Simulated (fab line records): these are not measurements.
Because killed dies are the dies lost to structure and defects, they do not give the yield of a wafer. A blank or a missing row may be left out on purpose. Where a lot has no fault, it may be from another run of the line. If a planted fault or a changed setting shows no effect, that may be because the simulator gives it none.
Problem report, 8D (eight disciplines) form, completed by code | flow gf180mcu | the parts of the form that need people (team, actions taken, sign-off) are left out

1. THE PROBLEM
At GF_HV_LDD_IMPLANT_21, endStationPressureTorr averages 5.8e-05 Torr over 6 wafers from 2 lots, while fault-free wafers read 5.2e-06 Torr, standard deviation 2.8e-07. That is +99 or more standard deviations from the usual mean.
First observed at day 15 10:10: wafer L221.2, on implanter-03. At this step, 42 wafers from 14 lots have a number in the record. By rule, "out" or "out of limits" means more than 4 standard deviations away from the usual mean. All remaining wafers that have a number are taken as sound.

2. WHAT IT IS, WHAT IT ISN'T
question                    | is                                                | is not
which readings at this step | endStationPressureTorr, beamOnS, faradayCurrentUA | -
which lots                  | L221, L222                                        | L208, L209, L210, L213, L219, L220, L225, L226, L227, L228, L229, L230
which wafers of those lots  | all that have a number                            | -
read on which tools         | implanter-03                                      | implanter-01, implanter-04
when                        | from day 15 10:10                                 | up to then (18 sound wafers); but 18 sound wafers of L225, L226, L227, L228, L229, L230 came after

3. THE SUSPECTS, EACH WITH WHAT RULES IT OUT
Counting: a tool at a process step up to the reading stays a suspect if it ran every lot that is out and no sound lot after the first of them.
- implanter-03 at GF_HV_LDD_IMPLANT_21: kept. It processed each lot that is out, first L221 at day 15 10:10, and no sound lot thereafter; up to then, the last sound lot it processed was L220 at day 15 01:53. On those wafers its own readings are out: beamOnS, endStationPressureTorr, faradayCurrentUA.
Remaining after the count: implanter-03 at GF_HV_LDD_IMPLANT_21.

4. THE CAUSE (what the simulator had put in)
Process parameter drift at GF_HV_LDD_IMPLANT_21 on implanter-03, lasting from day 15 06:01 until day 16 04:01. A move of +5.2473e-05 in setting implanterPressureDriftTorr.
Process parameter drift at GF_HV_LDD_IMPLANT_21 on implanter-03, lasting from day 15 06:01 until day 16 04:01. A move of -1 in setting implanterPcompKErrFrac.
After counting, this tool was the only one left.

5. SEQUENCE OF EFFECTS, ordered by route
Each row: a reading where the mean over the struck wafers with a number is more than 3 standard deviations away from the usual. Readings are gone through only where the record gives a usual standard deviation; hours: the median, over the lots, of the time from a lot's start at the first step in this table giving one to that lot's start at this step; sigmas: the change measured in usual standard deviations.
hours | step                 | reading                | usual        | on struck wafers | change   | sigmas
0     | GF_HV_LDD_IMPLANT_21 | beamOnS                | 10.02 s      | 11.37            | +1.35    | +6.8
0     | GF_HV_LDD_IMPLANT_21 | endStationPressureTorr | 5.2e-06 Torr | 5.8e-05          | +5.3e-05 | +99 or more
0     | GF_HV_LDD_IMPLANT_21 | faradayCurrentUA       | 281          | 250              | -30      | -5.4
It contains these process steps:
- GF_HV_LDD_IMPLANT_21
Later steps that measure or inspect, where all struck wafers having a row at the step show a number for every such reading and not one has moved that far: GF_M2_RS_MEAS_05.

6. WHAT WOULD HAVE CAUGHT IT SOONER
The fault began at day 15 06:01; the first out-of-limits reading in this record came at day 15 10:10, 4 hours later.
